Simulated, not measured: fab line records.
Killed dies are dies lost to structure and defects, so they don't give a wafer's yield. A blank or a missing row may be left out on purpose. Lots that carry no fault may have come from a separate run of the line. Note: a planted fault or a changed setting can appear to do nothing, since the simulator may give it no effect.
Which tool is to blame? -- flow gf180mcu -- 12 lots with 36 wafers sampled at 2 steps, on a route of 602 steps

## WHAT EACH GAUGE READ, for each wafer
GF_V2_RS_MEAS_24: measurement is done with a four-point probe. Usual: V2_W_RS typically reads 0.329 ohm/sq, with standard deviation 0.0039.
lot,measured,on,V2_W_RS (ohm/sq),flag
L326,day 20 16:34,filmMetro-04,0.331 0.323 0.324,
L328,day 21 12:09,filmMetro-04,0.324 0.330 0.323,
L329,day 22 08:08,filmMetro-01,0.329 0.327 0.327,
L332,day 23 03:13,filmMetro-04,0.330 0.336 0.329,
L340,day 25 15:43,filmMetro-04,0.327 0.333 0.329,
L341,day 25 23:15,filmMetro-04,0.326 0.325 0.327,
L342,day 26 09:02,filmMetro-02,0.332 0.325 0.331,
L343,day 26 14:47,filmMetro-01,0.328 0.334 0.331,
L344,day 26 22:49,filmMetro-04,0.333 0.325 0.330,
L345,day 27 05:42,filmMetro-01,0.331 0.333 0.332,
L346,day 27 11:13,filmMetro-02,0.330 0.330 0.333,
L348,day 28 10:39,filmMetro-01,0.331 0.332 0.328,

## EACH LOT AND THE TOOL THAT RAN IT (in order: tool; ch and the chambers of the sampled wafers; start)
lot,GF_M2_METAL_ETCH_16
L326,"rieMetal-01 ch 0,1, day 19 13:29"
L328,"rieMetal-01 ch 0,1, day 20 09:38"
L329,"rieMetal-04 ch 0,1, day 21 05:14"
L332,"rieMetal-04 ch 0,1, day 22 01:56"
L340,"rieMetal-01 ch 0,1, day 24 15:11"
L341,"rieMetal-04 ch 0,1, day 24 23:37"
L342,"rieMetal-04 ch 0,1, day 25 09:22"
L343,"rieMetal-02 ch 0,1, day 25 15:22"
L344,"rieMetal-01 ch 0,1, day 25 23:17"
L345,"rieMetal-02 ch 0,1, day 26 06:56"
L346,"rieMetal-02 ch 0,1, day 26 11:32"
L348,"rieMetal-02 ch 0,1, day 27 12:19"
- GF_M2_METAL_ETCH_16: etches the open film in Cl2/BCl3, stops on SiO2, target depth 750.8 nm, time 125.1 s.

## WHAT THE TOOLS THEMSELVES READ (means of the sampled wafers that have a number; where no wafer has one, the mark that the record gives instead)
GF_M2_METAL_ETCH_16. Usual: drypumpMotorCurrentA 5.8 A, standard deviation 0.39; mfcCl2Sccm 79.97 sccm, standard deviation 0.26; oesProductAu 0.988 a.u., standard deviation 0.0053; throttleValvePct 28.232 %, standard deviation 0.011.
lot,tool,drypumpMotorCurrentA (A),mfcCl2Sccm (sccm),oesProductAu (a.u.),throttleValvePct (%),flag
L326,rieMetal-01,6.0,80.13,0.981,28.237,
L328,rieMetal-01,6.0,79.92,0.989,28.230,
L329,rieMetal-04,5.7,79.71,0.985,28.240,
L332,rieMetal-04,5.6,79.86,0.993,28.229,
L340,rieMetal-01,6.0,80.12,0.988,28.239,
L341,rieMetal-04,5.7,80.04,0.985,28.235,
L342,rieMetal-04,5.7,79.82,0.989,28.240,
L343,rieMetal-02,5.6,80.01,0.989,28.232,
L344,rieMetal-01,6.0,79.99,0.983,28.235,
L345,rieMetal-02,5.5,80.21,0.990,28.224,
L346,rieMetal-02,5.5,79.97,0.996,28.224,
L348,rieMetal-02,5.5,79.99,0.991,28.230,

## THE ANSWER, worked out from the rows above alone
Rule: a lot is off if the mean of its wafers that have a number lies more than 3 standard deviations from the usual mean. Also off: a lot with no number at a reading for which 4 or more lots have one. Where the step has rows for the other lots, those lots are counted as sound. Order of review: gauges by route order, followed by the tools' own readings, for which a lot's mean as printed above is used. The first step at which some lot is off is used, and at that step the reading that is off furthest; a lot without a number counts as furthest.
Across all readings shown, no lot is off: no conclusion can be drawn from this.

## WHAT THE SIMULATOR HAD INSERTED
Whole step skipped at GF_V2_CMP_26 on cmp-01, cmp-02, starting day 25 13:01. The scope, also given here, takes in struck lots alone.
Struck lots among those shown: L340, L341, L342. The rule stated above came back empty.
